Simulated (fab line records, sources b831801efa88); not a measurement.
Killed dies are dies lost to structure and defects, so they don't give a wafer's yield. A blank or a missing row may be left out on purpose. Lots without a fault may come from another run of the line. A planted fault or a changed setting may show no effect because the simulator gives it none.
fab line records | flow sky130
record lots=5 wafers=15 last_day=50
route steps=708 shown FIELD_ISO@13 NWELL@32 DNWELL@35 PWDE@45
lots that met no fault: from a run of the same line without faults
start_h: hours from the record's first day to the start of the lot's first wafer shown | wait_h: hours since the lot's step before | " the same as in the row above | L1.1+2: a row that stands for several wafers | - no value, or no start given | * or withheld: withheld | < > ~ a bound
route shown NAME@n: a module of which the file shows steps, and the number in the route of the first | usual: mean/standard deviation of fault-free wafers | same: alike in all rows | chamber/n: place in a boat | sites: the reading at each site | _std_site: their standard deviation | _edge_site: outer sites' mean less inner sites' | radius_mm: how far each site lies from the wafer's centre | mask NAME#n: copy n | behind: the tool/chamber that last shaped the wafer | hold: why the lot was held/for how many hours/how that ended | device: the transistor (n, p or np) that didn't switch | end of line: the same wafers' tests at the end of the route | a step without rows: its recipe alone | killed: dies lost to structure and defects at the first sort, not the wafer's yield | map: a wafer's dies, x killed, . not, _ none there
set.NAME: the setting as run; set.NAME@STEP: as run at that earlier step | model.NAME: the simulator's own value behind a step, which no gauge read
lots at some steps of the route; a table a step, a row a wafer
services: from which hour (start_h, from the record's first day; less than 0 if before it) a tool's chamber was out of use, for how many hours, and why
## steps
# step SKY_FIELD_ISO_DEVELOP_12
# recipe develop_time_s=60 resist=KrF-thick dev_temp_c=21
# columns lot.wafer tool chamber start_h wait_h
L076.2+3+6 litho_track-03 0 - -
L088.1+2+3 litho_track-03 0 - -
L092.3+5+6 litho_track-01 0 - -
L096.1+4+5 litho_track-02 0 - -
L097.1+3+5 litho_track-02 0 - -
# step SKY_FIELD_ISO_CD_MEAS_13
# recipe target_cd_nm=150
# usual cd_nm=149.7/1.6
# columns lot.wafer tool chamber start_h wait_h cd_nm
L076.2 cd_sem-01 - 40.34 - 149.3
L076.3 " - " " 148.6
L076.6 " - " " 150.4
L088.1 cd_sem-01 - 101.16 - 148.8
L088.2 " - " " 146.6
L088.3 " - " " 149.6
L092.3 cd_sem-01 - 122.39 - 150.4
L092.5 " - " " 151.6
L092.6 " - " " 151.3
L096.1 cd_sem-01 - 142.38 - 150.0
L096.4 " - " " 148.4
L096.5 " - " " 149.8
L097.1 cd_sem-02 - 150.78 - 151.6
L097.3 " - " " 152.8
L097.5 " - " " 151.7
# step SKY_FIELD_ISO_ETCH_14
# recipe chemistry=N2/H2 target=BARC ion_energy_ev=200 source_w=500 bias_w=100 pressure_mtorr=30 n2_flow_sccm=100 h2_flow_sccm=200 stop_on=SiO2 time_s=45.9 target_depth_a=600
# usual bias_w=100.0/0.31 drypump_motor_current_A=5.7/0.56 oes_product_au=0.854/0.0049 throttle_valve_pct=13.225/0.01
# columns lot.wafer tool chamber start_h wait_h bias_w drypump_motor_current_A oes_product_au rf_hours_counter_h throttle_valve_pct
L076.2 rie_diel-01 2 40.44 0.1 100.5 5.4 0.855 170 13.218
L076.3 " 0 " " 100.1 5.9 0.857 5 13.229
L076.6 " 3 " " 100.1 6.5 0.859 - 13.235
L088.1 rie_diel-01 1 101.28 0.1 99.9 5.3 0.854 59 13.243
L088.2 " 0 " " 100.0 5.9 0.848 7 13.218
L088.3 " 3 " " 100.1 6.5 0.853 0 13.219
L092.3 rie_diel-01 0 122.47 0.1 99.2 5.9 0.860 7 13.235
L092.5 " 1 " " 100.0 5.3 0.858 - 13.221
L092.6 " 0 " " 99.8 5.9 0.842 - 13.211
L096.1 rie_diel-03 2 142.50 0.1 100.2 5.7 0.853 3 13.219
L096.4 " 1 " " 100.0 4.9 0.848 69 13.211
L096.5 " 1 " " 100.1 4.9 0.855 - 13.219
L097.1 rie_diel-04 3 150.90 0.1 99.2 5.1 0.853 68 13.234
L097.3 " 0 " " 99.9 5.3 0.859 47 13.233
L097.5 " 2 " " 99.7 6.2 0.860 - 13.215
# step SKY_FIELD_ISO_ETCH_15
# recipe chemistry=CHF3/O2 target_depth_nm=180 stop_on=Si source_w=600 bias_w=200 pressure_mtorr=40 chf3_flow_sccm=50 O2_flow_sccm=5 time_s=72
# usual bias_w=200.0/0.58 drypump_motor_current_A=5.7/0.56 oes_product_au=0.942/0.0066 throttle_valve_pct=8.843/0.0095
# columns lot.wafer tool chamber start_h wait_h bias_w drypump_motor_current_A oes_product_au rf_hours_counter_h throttle_valve_pct
L076.2 rie_diel-01 2 40.48 0.0 199.7 5.4 0.931 170 8.830
L076.3 " 0 " " 201.0 5.9 0.945 5 8.839
L076.6 " 3 " " 199.7 6.5 0.942 - 8.836
L088.1 rie_diel-01 1 101.33 0.0 199.6 5.3 0.930 59 8.847
L088.2 " 0 " " 200.4 5.9 0.930 7 8.821
L088.3 " 3 " " 201.2 6.5 0.944 0 8.840
L092.3 rie_diel-01 0 122.51 0.0 199.8 5.8 0.939 7 8.841
L092.5 " 1 " " 200.1 5.3 0.934 - 8.848
L092.6 " 0 " " 200.0 5.8 0.929 - 8.841
L096.1 rie_diel-03 2 142.54 0.0 200.0 5.8 0.942 3 8.833
L096.4 " 1 " " 200.0 4.9 0.945 69 8.844
L096.5 " 1 " " 199.8 4.9 0.937 - 8.846
L097.1 rie_diel-04 3 150.94 0.0 200.2 5.1 0.949 68 8.846
L097.3 " 0 " " 200.6 5.3 0.949 47 8.848
L097.5 " 2 " " 200.8 6.2 0.941 - 8.854
# step SKY_FIELD_ISO_STRIP_16
# recipe chemistry=O2/N2 power_w=1400 pressure_mtorr=1500 platen_temp_c=withheld o2_flow_sccm=3000 n2_flow_sccm=300 overash_fraction=0.5
# usual drypump_motor_current_A=5.64/0.28 oes_product_au=0.379/0.005 strip_time_to_endpoint_s=3.55/0.041
# columns lot.wafer tool chamber start_h wait_h drypump_motor_current_A oes_product_au rf_hours_counter_h strip_time_to_endpoint_s
L076.2 plasma_asher-04 1 40.53 0.0 5.67 0.373 37 3.52
L076.3 " 1 " " 5.69 0.377 - 3.50
L076.6 " 1 " " 5.69 0.377 - 3.55
L088.1 plasma_asher-01 1 101.38 0.0 5.39 0.386 42 3.55
L088.2 " 0 " " 5.53 0.375 42 3.56
L088.3 " 1 " " 5.37 0.377 - 3.57
L092.3 plasma_asher-01 1 122.60 0.1 5.42 0.381 - 3.54
L092.5 " 0 " " 5.54 0.374 - 3.54
L092.6 " 1 " " 5.44 0.382 - 3.53
L096.1 plasma_asher-01 0 142.60 0.0 5.56 0.378 46 3.57
L096.4 " 1 " " 5.41 0.379 - 3.45
L096.5 " 1 " " 5.43 0.379 - 3.47
L097.1 plasma_asher-04 1 151.00 0.0 5.68 0.385 3 3.61
L097.3 " 0 " " 6.08 0.379 - 3.60
L097.5 " 0 " " 6.05 0.375 - 3.54
# step SKY_FIELD_ISO_ETCH_17
# recipe target_depth_a=3420 mask_material=Si3N4 chemistry=HBr/Cl2/O2 target=Si taper_deg=5 icp_w=600 bias_w=150 pressure_mtorr=15 HBr_flow_sccm=150 Cl2_flow_sccm=40 O2_flow_sccm=6 time_s=97.7
# usual bias_w=150.0/0.43 drypump_motor_current_A=5.72/0.27 oes_product_au=1.000/0.015 throttle_valve_pct=25.657/0.013
# columns lot.wafer tool chamber start_h wait_h bias_w drypump_motor_current_A oes_product_au rf_hours_counter_h throttle_valve_pct
L076.2 rie_si-02 1 40.63 0.1 150.2 5.39 0.992 3 25.665
L076.3 " 2 " " 149.9 5.90 1.011 90 25.643
L076.6 " 3 " " 150.0 5.60 1.013 - 25.646
L088.1 rie_si-02 0 101.48 0.1 150.3 5.63 0.996 35 25.674
L088.2 " 2 " " 149.7 5.87 1.009 90 25.654
L088.3 " 3 " " 150.0 5.62 1.011 115 25.662
L092.3 rie_si-02 1 122.67 0.0 149.7 5.41 0.987 3 25.671
L092.5 " 0 " " 150.0 5.63 1.004 - 25.663
L092.6 " 3 " " 150.0 5.61 1.015 - 25.646
L096.1 rie_si-01 1 142.70 0.1 149.0 5.38 1.000 129 25.672
L096.4 " 0 " " 150.1 6.20 0.992 61 25.665
L096.5 " 1 " " 150.2 5.39 1.012 - 25.648
L097.1 rie_si-02 1 151.10 0.1 150.0 5.40 0.977 3 25.681
L097.3 " 3 " " 150.5 5.60 1.003 115 25.652
L097.5 " 1 " " 149.8 5.40 0.988 - 25.672
# step SKY_FIELD_ISO_WET_ETCH_18
# recipe chemistry=H3PO4 target_depth_nm=25 temp_c=160 target=Si3N4 time_s=286
# columns lot.wafer tool chamber start_h wait_h
L076.2+3+6 wet_bench-02 0 40.70 0.0
L088.1+2+3 wet_bench-02 3 101.55 0.0
L092.3+5+6 wet_bench-04 3 122.74 0.0
L096.1+4+5 wet_bench-02 2 142.77 0.0
L097.1+3+5 wet_bench-02 3 151.17 0.0
# step SKY_FIELD_ISO_CLEAN_19
# recipe chemistry=SC1/SC2 mix=1:4:20 temp_c=70 time_s=150
# columns lot.wafer tool chamber start_h wait_h
L076.2+3+6 wet_bench-04 2 40.79 0.0
L088.1+2+3 wet_bench-03 0 101.65 0.0
L092.3+5+6 wet_bench-02 2 122.83 0.0
L096.1+4+5 wet_bench-04 2 142.86 0.0
L097.1+3+5 wet_bench-03 0 151.26 0.0
# step SKY_FIELD_ISO_CLEAN_20
# recipe chemistry=dHF time_s=20 dilution=100:1
# columns lot.wafer tool chamber start_h wait_h
L076.2+3+6 wet_bench-02 2 40.84 0.0
L088.1+2+3 wet_bench-04 2 101.70 0.0
L092.3+5+6 wet_bench-03 3 122.88 0.0
L096.1+4+5 wet_bench-02 3 142.91 0.0
L097.1+3+5 wet_bench-04 1 151.31 0.0
# step SKY_FIELD_ISO_WET_ETCH_21
# recipe chemistry=dHF dilution=100:1 target_depth_nm=20 dry=ipa_marangoni target=SiO2 temp_c=25 time_s=400
# columns lot.wafer tool chamber start_h wait_h
L076.2+3+6 wet_bench-04 3 40.86 0.0
L088.1+2+3 wet_bench-03 1 101.71 0.0
L092.3+5+6 wet_bench-04 0 122.89 0.0
L096.1+4+5 wet_bench-03 2 142.92 0.0
L097.1+3+5 wet_bench-02 3 151.32 0.0
# step SKY_FIELD_ISO_OXIDATION_22
# recipe temp_c=950 ambient=O2 stabilise_s=600 purge_s=300 target_thk_a=100 ox_time_s=623
# usual zone_power_centre_pct=17.7/0.71
# columns lot.wafer tool chamber start_h wait_h zone_power_centre_pct
L076.2 furnace-01 0 42.95 2.0 16.7
L076.3 " 0 " " 16.8
L076.6 " 0 " " 17.2
L088.1 furnace-02 0 102.31 0.5 18.8
L088.2 " 0 " " 18.5
L088.3 " 0 " " 18.2
L092.3 furnace-02 0 125.58 2.6 18.4
L092.5 " 0 " " 18.0
L092.6 " 0 " " 18.2
L096.1 furnace-02 0 144.94 1.9 18.6
L096.4 " 0 " " 18.5
L096.5 " 0 " " 18.7
L097.1 furnace-02 0 151.63 0.2 18.5
L097.3 " 0 " " 18.5
L097.5 " 0 " " 18.3
# step SKY_FIELD_ISO_THK_MEAS_23
# recipe reads=SiO2_of_FIELD_ISO_OXIDATION_22
# usual FIELD_ISO_OXIDATION_01_THK=10.04/0.2
# columns lot.wafer tool chamber start_h wait_h FIELD_ISO_OXIDATION_01_THK[nm]
L076.2 film_metro-03 - 44.13 0.0 9.74
L076.3 " - " " 9.65
L076.6 " - " " 9.72
L088.1 film_metro-04 - 103.48 0.0 10.08
L088.2 " - " " 9.86
L088.3 " - " " 10.04
L092.3 film_metro-04 - 126.78 0.0 9.81
L092.5 " - " " 10.07
L092.6 " - " " 10.08
L096.1 film_metro-04 - 146.11 0.0 10.11
L096.4 " - " " 10.03
L096.5 " - " " 9.98
L097.1 film_metro-03 - 152.81 0.0 10.13
L097.3 " - " " 10.22
L097.5 " - " " 10.12
# step SKY_FIELD_ISO_CVD_24
# recipe material=SiO2 target_thk_nm=595 temp_c=650 sigma_open_frac=0.3 time_s=99.2 sih4_flow_sccm=60 pressure_mtorr=6
# columns lot.wafer tool chamber start_h wait_h
L076.2+3+6 hdpcvd-01 1,0,2 44.18 0.0
L088.1+2+3 hdpcvd-01 2,0,1 103.54 0.1
L092.3+5+6 hdpcvd-02 1,2,1 126.82 0.0
L096.1+4+5 hdpcvd-01 1,1,0 146.17 0.1
L097.1+3+5 hdpcvd-01 2,1,1 152.87 0.1
# step SKY_FIELD_ISO_THK_MEAS_25
# recipe reads=SiO2_of_FIELD_ISO_CVD_24
# usual FIELD_ISO_CVD_24_THK=598/7.4
# columns lot.wafer tool chamber start_h wait_h FIELD_ISO_CVD_24_THK[nm]
L076.2 film_metro-03 - 44.26 0.0 602
L076.3 " - " " 605
L076.6 " - " " 603
L088.1 film_metro-01 - 103.61 0.0 603
L088.2 " - " " 606
L088.3 " - " " 607
L092.3 film_metro-03 - 126.91 0.1 585
L092.5 " - " " 594
L092.6 " - " " 589
L096.1 film_metro-03 - 146.24 0.0 603
L096.4 " - " " 611
L096.5 " - " " 605
L097.1 film_metro-04 - 152.94 0.0 604
L097.3 " - " " 604
L097.5 " - " " 599
# step SKY_FIELD_ISO_ANNEAL_26
# recipe temp_c=1000 time_s=1800 ambient=N2
# usual zone_power_centre_pct=19.5/0.73
# columns lot.wafer tool chamber start_h wait_h zone_power_centre_pct
L076.2 furnace-02 0 44.44 0.2 20.5
L076.3 " 0 " " 20.7
L076.6 " 0 " " 20.2
L088.1 furnace-01 0 103.67 0.1 19.1
L088.2 " 0 " " 19.2
L088.3 " 0 " " 19.2
L092.3 furnace-01 0 130.15 3.2 18.9
L092.5 " 0 " " 19.2
L092.6 " 0 " " 18.7
L096.1 furnace-01 0 147.79 1.5 19.1
L096.4 " 0 " " 19.1
L096.5 " 0 " " 18.8
L097.1 furnace-01 0 154.40 1.5 19.4
L097.3 " 0 " " 19.0
L097.5 " 0 " " 18.9
# step SKY_FIELD_ISO_CMP_27
# recipe stop_on=Si3N4 t_overpolish_s=16 down_force_psi=4 platen_rpm=60 target_thk_nm=457.8 pad_velocity_m_s=0.94248
# usual edge_zone_pressure_frac=1.000/0.0052 motor_current_A=11.6/0.9 overpolish_run_s=16.000/0.0088 time_to_endpoint_s=116/4.4
# columns lot.wafer tool chamber start_h wait_h edge_zone_pressure_frac motor_current_A overpolish_run_s time_to_endpoint_s
L076.3 cmp-02 1 45.99 0.1 0.993 11.4 15.997 118
L076.2 " 2 " " 0.999 12.5 16.006 118
L076.6 " 0 " " 0.999 10.7 15.995 111
L088.1 cmp-01 2 105.17 0.0 0.995 11.6 16.002 119
L088.3 " 3 " " 1.000 10.3 15.991 124
L088.2 " 1 " " 1.002 13.3 16.012 118
L092.3 cmp-02 3 131.80 0.1 0.995 12.7 15.997 118
L092.5 " 0 " " 1.002 11.4 15.999 118
L092.6 " 1 " " 0.996 11.7 15.988 115
L096.4 cmp-01 2 149.42 0.1 1.002 11.4 16.004 121
L096.1 " 3 " " 1.005 10.4 15.998 120
L096.5 " 0 " " 1.004 11.5 15.986 109
L097.3 cmp-01 2 155.90 0.0 0.990 11.7 16.009 116
L097.1 " 1 " " 1.005 14.1 16.006 113
L097.5 " 3 " " 1.009 10.7 16.004 116
# step SKY_FIELD_ISO_WET_ETCH_28
# recipe chemistry=dHF target_depth_nm=23.7 target=SiO2 dilution=10:1 temp_c=25 time_s=47
# columns lot.wafer tool chamber start_h wait_h
L076.2+3+6 wet_bench-02 1 46.24 0.1
L088.1+2+3 wet_bench-02 2 105.47 0.2
L092.3+5+6 wet_bench-04 3 131.95 0.1
L096.1+4+5 wet_bench-04 0 149.62 0.1
L097.1+3+5 wet_bench-04 0 156.20 0.1
# step SKY_FIELD_ISO_WET_ETCH_29
# recipe chemistry=H3PO4 target_depth_nm=160 target=Si3N4 temp_c=160 time_s=1825
# columns lot.wafer tool chamber start_h wait_h
L076.2+3+6 wet_bench-03 2 46.26 0.0
L088.1+2+3 wet_bench-03 3 105.50 0.0
L092.3+5+6 wet_bench-02 0 131.97 0.0
L096.1+4+5 wet_bench-02 3 149.64 0.0
L097.1+3+5 wet_bench-03 0 156.23 0.0
# step SKY_FIELD_ISO_WET_ETCH_30
# recipe chemistry=dHF target_depth_nm=25 target=SiO2 dilution=10:1 temp_c=25 time_s=50
# columns lot.wafer tool chamber start_h wait_h
L076.2+3+6 wet_bench-04 3 46.78 0.0
L088.1+2+3 wet_bench-02 3 106.01 0.0
L092.3+5+6 wet_bench-03 0 132.49 0.0
L096.1+4+5 wet_bench-04 3 150.16 0.0
L097.1+3+5 wet_bench-02 3 156.79 0.0
# step SKY_NWELL_CLEAN_00
# recipe chemistry=SC1/SC2 mix=1:4:20 temp_c=70 time_s=150 dry=n2_spin
# columns lot.wafer tool chamber start_h wait_h
L076.2+3+6 wet_bench-02 0 46.80 0.0
L088.1+2+3 wet_bench-03 0 106.04 0.0
L092.3+5+6 wet_bench-02 1 132.51 0.0
L096.1+4+5 wet_bench-03 3 150.18 0.0
L097.1+3+5 wet_bench-04 1 156.81 0.0
# step SKY_NWELL_OXIDATION_01
# recipe temp_c=900 ambient=O2 stabilise_s=600 purge_s=300 target_thk_a=100 ox_time_s=1418
# usual zone_power_centre_pct=15.7/0.61
# columns lot.wafer tool chamber start_h wait_h zone_power_centre_pct
L076.2 furnace-01 0 46.85 0.0 15.1
L076.3 " 0 " " 15.0
L076.6 " 0 " " 14.9
L088.1 furnace-02 0 107.16 1.1 16.2
L088.2 " 0 " " 16.0
L088.3 " 0 " " 16.2
L092.3 furnace-02 0 135.20 2.6 16.2
L092.5 " 0 " " 16.3
L092.6 " 0 " " 16.0
L096.1 furnace-01 0 150.23 0.0 14.9
L096.4 " 0 " " 15.1
L096.5 " 0 " " 15.0
L097.1 furnace-01 0 159.94 3.1 15.3
L097.3 " 0 " " 15.0
L097.5 " 0 " " 15.1
# step SKY_NWELL_THK_MEAS_02
# recipe reads=SiO2_of_NWELL_OXIDATION_01
# usual NWELL_OXIDATION_THK=9.98/0.19
# columns lot.wafer tool chamber start_h wait_h NWELL_OXIDATION_THK[nm]
L076.2 film_metro-01 - 48.25 0.0 9.96
L076.3 " - " " 9.84
L076.6 " - " " 9.87
L088.1 film_metro-01 - 108.56 0.0 10.01
L088.2 " - " " 10.00
L088.3 " - " " 10.19
L092.3 film_metro-01 - 136.62 0.0 10.03
L092.5 " - " " 9.92
L092.6 " - " " 10.08
L096.1 film_metro-04 - 151.62 0.0 10.22
L096.4 " - " " 10.26
L096.5 " - " " 10.02
L097.1 film_metro-01 - 161.33 0.0 9.79
L097.3 " - " " 9.93
L097.5 " - " " 10.01
# step SKY_DNWELL_DEHYDRATE_00
# recipe temp_c=200 time_s=60
# columns lot.wafer tool chamber start_h wait_h
L076.2+3+6 litho_track-03 0 55.94 7.7
L088.1+2+3 litho_track-03 0 116.96 8.4
L092.3+5+6 litho_track-04 0 145.03 8.4
L096.1+4+5 litho_track-03 0 160.96 9.3
L097.1+3+5 litho_track-01 0 171.00 9.7
# step SKY_DNWELL_HMDS_01
# recipe prime_time_s=60 prime_temp_c=120
# columns lot.wafer tool chamber start_h wait_h
L076.2+3+6 litho_track-03 0 56.09 0.1
L088.1+2+3 litho_track-03 0 117.11 0.1
L092.3+5+6 litho_track-04 0 145.18 0.1
L096.1+4+5 litho_track-03 0 161.11 0.1
L097.1+3+5 litho_track-01 0 171.15 0.1
# step SKY_DNWELL_COAT_02
# recipe spin_rpm=2000 resist_thk_nm=3000
# columns lot.wafer tool chamber start_h wait_h
L076.2+3+6 litho_track-03 0 56.24 0.1
L088.1+2+3 litho_track-03 0 117.26 0.1
L092.3+5+6 litho_track-04 0 145.33 0.1
L096.1+4+5 litho_track-03 0 161.26 0.1
L097.1+3+5 litho_track-01 0 171.30 0.1
# step SKY_DNWELL_SOFTBAKE_03
# recipe temp_c=110 time_s=withheld
# columns lot.wafer tool chamber start_h wait_h
L076.2+3+6 litho_track-03 0 56.40 0.1
L088.1+2+3 litho_track-03 0 117.41 0.1
L092.3+5+6 litho_track-04 0 145.50 0.1
L096.1+4+5 litho_track-03 0 161.41 0.1
L097.1+3+5 litho_track-01 0 171.45 0.1
# step SKY_DNWELL_EXPOSE_04
# recipe mask_id=DNM na=0.57 target_cd_nm=3000 dose_mj=222
# columns lot.wafer tool chamber start_h wait_h mask
L076.2+3+6 iline_stepper-01 0 - - DNM#0
L088.1+2+3 iline_stepper-01 0 - - DNM#0
L092.3+5+6 iline_stepper-01 0 - - DNM#0
L096.1+4+5 iline_stepper-01 0 - - DNM#0
L097.1+3+5 iline_stepper-02 0 - - DNM#0
# step SKY_DNWELL_PEB_05
# recipe temp_c=115 time_s=withheld
# columns lot.wafer tool chamber start_h wait_h
L076.2+3+6 litho_track-04 0 - -
L088.1+2+3 litho_track-04 0 - -
L092.3+5+6 litho_track-04 0 - -
L096.1+4+5 litho_track-04 0 - -
L097.1+3+5 litho_track-04 0 - -
# step SKY_DNWELL_DEVELOP_06
# recipe wall_angle_deg=90 developer=TMAH develop_time_s=60 dev_temp_c=23
# columns lot.wafer tool chamber start_h wait_h
L076.2+3+6 litho_track-04 0 - -
L088.1+2+3 litho_track-04 0 - -
L092.3+5+6 litho_track-04 0 - -
L096.1+4+5 litho_track-04 0 - -
L097.1+3+5 litho_track-04 0 - -
# step SKY_DNWELL_IMPLANT_07
# recipe species=P energy_kev=withheld dose_cm2=withheld tilt_deg=withheld
# columns lot.wafer tool chamber start_h wait_h
L076.2+3+6 implanter-01 0 64.16 -
L088.1+2+3 implanter-01 0 126.93 -
L092.3+5+6 implanter-04 0 154.43 -
L096.1+4+5 implanter-04 0 171.98 -
L097.1+3+5 implanter-03 0 181.13 -
# step SKY_DNWELL_STRIP_08
# recipe chemistry=O2/N2 power_w=1400 pressure_mtorr=1500 platen_temp_c=withheld o2_flow_sccm=3000 n2_flow_sccm=300 overash_fraction=0.5
# usual drypump_motor_current_A=5.73/0.3 oes_product_au=0.722/0.0044 strip_time_to_endpoint_s=36.91/0.1
# columns lot.wafer tool chamber start_h wait_h drypump_motor_current_A oes_product_au rf_hours_counter_h strip_time_to_endpoint_s
L076.2 plasma_asher-02 1 64.28 0.1 5.72 0.719 24 36.85
L076.3 " 0 " " 5.35 0.722 - 36.95
L076.6 " 1 " " 5.73 0.714 - 36.80
L088.1 plasma_asher-04 0 127.08 0.1 6.11 0.724 0 36.92
L088.2 " 1 " " 5.73 0.722 0 36.94
L088.3 " 1 " " 5.70 0.721 - 36.77
L092.3 plasma_asher-04 0 154.56 0.1 6.11 0.726 - 36.72
L092.5 " 1 " " 5.69 0.717 - 36.84
L092.6 " 0 " " 6.11 0.716 - 36.69
L096.1 plasma_asher-04 0 172.13 0.1 6.11 0.722 5 36.98
L096.4 " 0 " " 6.08 0.719 - 36.99
L096.5 " 1 " " 5.71 0.727 - 36.90
L097.1 plasma_asher-04 1 181.28 0.1 5.75 0.722 6 36.93
L097.3 " 1 " " 5.73 0.718 - 36.95
L097.5 " 1 " " 5.73 0.719 - 36.92
# step SKY_DNWELL_TW_MEAS_09
# usual DNWELL_TW=1106/12
# columns lot.wafer tool chamber start_h wait_h DNWELL_TW
L076.2 film_metro-04 - 64.39 0.1 1101
L076.3 " - " " 1105
L076.6 " - " " 1109
L088.1 film_metro-02 - 127.18 0.1 1127
L088.2 " - " " 1121
L088.3 " - " " 1121
L092.3 film_metro-04 - 154.65 0.1 1088
L092.5 " - " " 1092
L092.6 " - " " 1095
L096.1 film_metro-02 - 172.23 0.1 1125
L096.4 " - " " 1121
L096.5 " - " " 1123
L097.1 film_metro-04 - 181.38 0.1 1102
L097.3 " - " " 1099
L097.5 " - " " 1098
# step SKY_PWDE_DEHYDRATE_00
# recipe temp_c=200 time_s=60
# columns lot.wafer tool chamber start_h wait_h
L076.2+3+6 litho_track-02 0 72.41 8.0
L088.1+2+3 litho_track-04 0 135.78 8.6
L092.3+5+6 litho_track-04 0 164.38 9.7
L096.1+4+5 litho_track-04 0 181.13 8.9
L097.1+3+5 litho_track-02 0 190.98 9.6
# step SKY_PWDE_HMDS_01
# recipe prime_time_s=60 prime_temp_c=120
# columns lot.wafer tool chamber start_h wait_h
L076.2+3+6 litho_track-02 0 72.56 0.1
L088.1+2+3 litho_track-04 0 135.93 0.1
L092.3+5+6 litho_track-04 0 164.53 0.1
L096.1+4+5 litho_track-04 0 181.28 0.1
L097.1+3+5 litho_track-02 0 191.13 0.1
# step SKY_PWDE_COAT_02
# recipe spin_rpm=2000 resist_thk_nm=3000
# columns lot.wafer tool chamber start_h wait_h
L076.2+3+6 litho_track-02 0 72.71 0.1
L088.1+2+3 litho_track-04 0 136.08 0.1
L092.3+5+6 litho_track-04 0 164.68 0.1
L096.1+4+5 litho_track-04 0 181.43 0.1
L097.1+3+5 litho_track-02 0 191.28 0.1
# step SKY_PWDE_SOFTBAKE_03
# recipe temp_c=110 time_s=withheld
# columns lot.wafer tool chamber start_h wait_h
L076.2+3+6 litho_track-02 0 72.86 0.1
L088.1+2+3 litho_track-04 0 136.23 0.1
L092.3+5+6 litho_track-04 0 164.85 0.1
L096.1+4+5 litho_track-04 0 181.58 0.1
L097.1+3+5 litho_track-02 0 191.43 0.1
# step SKY_PWDE_EXPOSE_04
# recipe mask_id=PWDEM na=0.6 source_shape=conventional sigma_outer=0.6 polarization=unpolarized target_cd_nm=840 dose_mj=214
# same sigma_outer=0.6
# columns lot.wafer tool chamber start_h wait_h mask
L076.2+3+6 iline_stepper-02 0 - - PWDEM#0
L088.1+2+3 iline_stepper-01 0 - - PWDEM#0
L092.3+5+6 iline_stepper-02 0 - - PWDEM#0
L096.1+4+5 iline_stepper-02 0 - - PWDEM#0
L097.1+3+5 iline_stepper-01 0 - - PWDEM#0
# step SKY_PWDE_PEB_05
# recipe temp_c=115 time_s=withheld
# columns lot.wafer tool chamber start_h wait_h
L076.2+3+6 litho_track-01 0 - -
L088.1+2+3 litho_track-01 0 - -
L092.3+5+6 litho_track-04 0 - -
L096.1+4+5 litho_track-04 0 - -
L097.1+3+5 litho_track-02 0 - -
# step SKY_PWDE_DEVELOP_06
# recipe wall_angle_deg=90 developer=TMAH develop_time_s=60 dev_temp_c=23
# columns lot.wafer tool chamber start_h wait_h
L076.2+3+6 litho_track-01 0 - -
L088.1+2+3 litho_track-01 0 - -
L092.3+5+6 litho_track-04 0 - -
L096.1+4+5 litho_track-04 0 - -
L097.1+3+5 litho_track-02 0 - -
# step SKY_PWDE_OVL_MEAS_07
# usual PWDE_OVL=0.0/1.4
# columns lot.wafer tool chamber start_h wait_h PWDE_OVL[nm]
L076.2 overlay-01 - 81.40 - -0.3
L076.3 " - " " 0.7
L076.6 " - " " 0.5
L088.1 overlay-01 - 145.90 - 0.2
L088.2 " - " " 0.3
L088.3 " - " " 0.7
L092.3 overlay-02 - 175.14 - 1.2
L092.5 " - " " 0.0
L092.6 " - " " -1.2
L096.1 overlay-02 - 191.88 - -2.0
L096.4 " - " " 0.8
L096.5 " - " " -0.6
L097.1 overlay-01 - 201.23 - -0.8
L097.3 " - " " -1.3
L097.5 " - " " -0.7
# step SKY_PWDE_IMPLANT_08
# recipe species=B energy_kev=150 dose_cm2=3.6e+12 tilt_deg=withheld
# columns lot.wafer tool chamber start_h wait_h
L076.2+3+6 implanter-02 0 81.46 0.0
L088.1+2+3 implanter-04 0 145.93 0.0
L092.3+5+6 implanter-04 0 175.22 0.1
L096.1+4+5 implanter-02 0 191.92 0.0
L097.1+3+5 implanter-01 0 201.27 0.0
# step SKY_PWDE_STRIP_09
# recipe chemistry=O2/N2 power_w=1400 pressure_mtorr=1500 platen_temp_c=withheld o2_flow_sccm=3000 n2_flow_sccm=300 overash_fraction=0.5
# usual drypump_motor_current_A=5.59/0.22 oes_product_au=0.722/0.004 strip_time_to_endpoint_s=36.92/0.089
# columns lot.wafer tool chamber start_h wait_h drypump_motor_current_A oes_product_au rf_hours_counter_h strip_time_to_endpoint_s
L076.2 plasma_asher-02 0 81.58 0.1 5.37 0.719 26 36.84
L076.3 " 0 " " 5.36 0.727 - 36.79
L076.6 " 0 " " 5.39 0.718 - 36.91
L088.1 plasma_asher-01 1 146.08 0.1 5.44 0.726 46 37.00
L088.2 " 0 " " 5.56 0.721 46 36.90
L088.3 " 1 " " 5.44 0.722 - 36.99
L092.3 plasma_asher-01 1 175.35 0.1 5.45 0.725 - 36.84
L092.5 " 0 " " 5.53 0.722 - 36.66
L092.6 " 1 " " 5.43 0.719 - 36.67
L096.1 plasma_asher-02 0 192.07 0.1 5.38 0.719 36 36.86
L096.4 " 0 " " 5.38 0.720 - 36.82
L096.5 " 1 " " 5.73 0.719 - 36.94
L097.1 plasma_asher-04 0 201.42 0.1 6.08 0.726 8 36.77
L097.3 " 1 " " 5.72 0.723 - 36.86
L097.5 " 1 " " 5.72 0.728 - 36.78
# step SKY_PWDE_TW_MEAS_10
# usual PWDE_TW=372/4
# columns lot.wafer tool chamber start_h wait_h PWDE_TW
L076.2 film_metro-01 - 81.69 0.1 370
L076.3 " - " " 371
L076.6 " - " " 370
L088.1 film_metro-02 - 146.18 0.1 376
L088.2 " - " " 373
L088.3 " - " " 375
L092.3 film_metro-04 - 175.44 0.1 368
L092.5 " - " " 370
L092.6 " - " " 369
L096.1 film_metro-04 - 192.17 0.1 367
L096.4 " - " " 364
L096.5 " - " " 366
L097.1 film_metro-04 - 201.52 0.1 366
L097.3 " - " " 368
L097.5 " - " " 367
## services
# columns tool chamber start_h hours kind
hdpcvd-01 0 20.60 8.5 repair
furnace-02 - 33.67 3.6 pm
implanter-01 - 41.86 3.5 repair
iline_stepper-01 - 60.22 1.9 repair
cmp-01 - 64.22 4.0 pm
hdpcvd-01 - 66.75 15.0 pm
cmp-01 - 85.97 1.5 repair
wet_bench-04 - 105.13 1.6 repair
plasma_asher-04 - 108.75 9.0 pm
plasma_asher-04 - 110.18 14.2 repair
furnace-02 - 116.83 7.2 pm
cmp-01 - 131.06 2.0 repair
furnace-01 - 134.34 4.0 pm
cmp-01 - 134.68 0.4 repair
furnace-01 - 138.36 2.5 pm
implanter-04 - 138.54 4.5 pm
iline_stepper-02 - 139.26 1.7 pm
implanter-01 - 143.30 56.3 repair
rie_si-02 1 151.60 5.4 repair
furnace-02 - 152.81 39.7 pm
plasma_asher-02 - 157.88 2.9 repair
iline_stepper-01 - 163.71 8.9 pm
iline_stepper-01 - 186.75 1.5 repair
plasma_asher-01 - 188.37 2.8 pm
## key
fault none
